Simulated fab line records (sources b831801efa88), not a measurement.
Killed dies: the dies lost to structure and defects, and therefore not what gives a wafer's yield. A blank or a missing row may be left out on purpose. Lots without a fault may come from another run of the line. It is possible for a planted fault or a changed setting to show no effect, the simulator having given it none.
A lot that was struck, set against a sound lot :: flow sky130 :: 21 out of 708 route steps
Sound: wafers L994.1, L994.4, L994.5. Struck: wafer L988.2 (L988.3, L988.6, from the same lot, were not struck and are left out); the cause is given at the end.
Per side, at each step with rows, come the tool, then ch with its chambers, and then its first start. Under that, the readings that differ: sound wafers :: struck wafers :: difference of the means :: sigmas: that difference in standard deviations of wafers without a fault.
alike: readings with means less than 2 such deviations apart, plus words and numbers identical on both sides. not compared: withheld readings, readings lacking a value on some wafer, bounds such as >300 that could conceal the same value, and numbers that have no deviation in the record and whose values overlap.
A row with sigmas, a row that says differs or no value, or rows on one side alone: a step with any of these is where the two part. Numbers that have no deviation but don't overlap get no sigmas and don't part them. Lack of a reading on every wafer of one side parts them only where that side has two or more wafers.

first, 4 steps without rows for these wafers: SKY_METAL2_STRIP_21 (strips in post etch residue remover, time 1200 s); SKY_METAL2_CLEAN_22 (cleans in IPA, time 180 s); SKY_METAL2_CLEAN_23 (cleans in O3/DIW); SKY_VIA2_HDPCVD_00 (deposits SiO2, target thk 1180 nm, time 196.7 s).
SKY_VIA2_THK_MEAS_01:
  sound on film_metro-04, day 41 23:06; struck on film_metro-04, day 40 12:47
  alike: VIA2_HDPCVD_THK
SKY_VIA2_CMP_02: polishes SiO2.
  sound on cmp-02 ch 0,1,2, day 41 23:16; struck on cmp-01 ch 3, day 40 12:53
  alike: motor_current_A
SKY_VIA2_BOW_MEAS_03:
  sound on film_metro-04, day 41 23:28; struck on film_metro-04, day 40 13:09
  alike: VIA2_BOW
then, 5 steps without rows for these wafers: SKY_VIA2_DEHYDRATE_04 (time 60 s); SKY_VIA2_HMDS_05 (prime time 60 s); SKY_VIA2_COAT_06 (resist thk 60 nm); SKY_VIA2_COAT_07 (resist thk 450 nm); SKY_VIA2_SOFTBAKE_08 (time 90 s).
SKY_VIA2_EXPOSE_09: exposes mask VIM2, target cd 200 nm.
  sound on krf_scanner-01 ch 0, day 42 11:11; struck on krf_scanner-02 ch 0, day 41 01:14
  alike: mask
then, 2 steps without rows for these wafers: SKY_VIA2_PEB_10; SKY_VIA2_DEVELOP_11 (develop time 60 s).
SKY_VIA2_CD_MEAS_12: the cd target is 200 nm.
  sound on cd_sem-01, day 42 23:31; struck on cd_sem-02, day 41 13:44
reading: cd_nm (nm)
sound: 199.9 201.5 199.8
struck: 182.2
difference: -18.2
sigmas: -12
SKY_VIA2_OVL_MEAS_13:
  sound on overlay-01, day 42 23:38; struck on overlay-01, day 41 13:50
  alike: VIA2_OVL
SKY_VIA2_ETCH_14: etches BARC in N2/H2, stops on SiO2, time 45.9 s, target depth 60 nm.
  sound on rie_diel-01 ch 0,1,3, day 42 23:40; struck on rie_diel-01 ch 0, day 41 13:52
reading: model.VIA2.cd_nm (nm)
sound: 199.9 200.8 199.6
struck: 182.5
difference: -17.6
sigmas: 
  alike: chamber_pressure_mTorr, drypump_motor_current_A, oes_product_au, throttle_valve_pct
  not compared: rf_hours_counter_h
SKY_VIA2_ETCH_15: etches SiO2 in C4F8/O2/Ar, stops on TiN, target depth 546 nm, time 84 s.
  sound on rie_diel-01 ch 0,1,3, day 42 23:42; struck on rie_diel-01 ch 0, day 41 13:54
reading: oes_product_au (a.u.)
sound: 0.939 0.947 0.930
struck: 0.951
difference: +0.012
sigmas: +3

reading: model.VIA2.cd_nm (nm)
sound: 200.6 201 199.8
struck: 183.9
difference: -16.6
sigmas: 
  alike: chamber_pressure_mTorr
SKY_VIA2_STRIP_16: strips in O2/N2.
  sound on plasma_asher-01 ch 0, day 42 23:46; struck on plasma_asher-01 ch 1, day 41 13:58
reading: drypump_motor_current_A (A)
sound: 6.0 6.0 6.0
struck: 5.1
difference: -0.9
sigmas: -3
  alike: chamber_pressure_mTorr, oes_product_au, strip_time_to_endpoint_s
  not compared: rf_hours_counter_h
-- the record jumps here: 9 days lie between the struck wafers' starts before and after (it left off in module VIA2 and takes up again in module PAD_OPEN, whose first step shown is number 708 of the route) --
SKY_PAD_OPEN_PROBE_99:
  sound on prober-01, day 51 04:29; struck on prober-02, day 50 03:44
reading: model.etest.via2_chain.rc_ohm
sound: 9.53 10.21 10
struck: 11.3
difference: +1.4
sigmas: 
  alike: defect_limited_yield, killed_at_M0_to_M3, killed_at_M4_up, killed_at_contacts, killed_at_front_end, killed_at_other, killed_dies, killed_on_rim, killed_open, killed_short, sort_bin_3_pad_short, sort_bin_5_function, sort_bin_6_memory, sort_n_pass, sort_yield_pct

WHERE THEY PART
Last at SKY_VIA2_STRIP_16 as far as this record goes, first at SKY_VIA2_CD_MEAS_12. Later steps at which nothing parts them and some readings are alike: SKY_PAD_OPEN_PROBE_99.

WHY: whatever the simulator had introduced
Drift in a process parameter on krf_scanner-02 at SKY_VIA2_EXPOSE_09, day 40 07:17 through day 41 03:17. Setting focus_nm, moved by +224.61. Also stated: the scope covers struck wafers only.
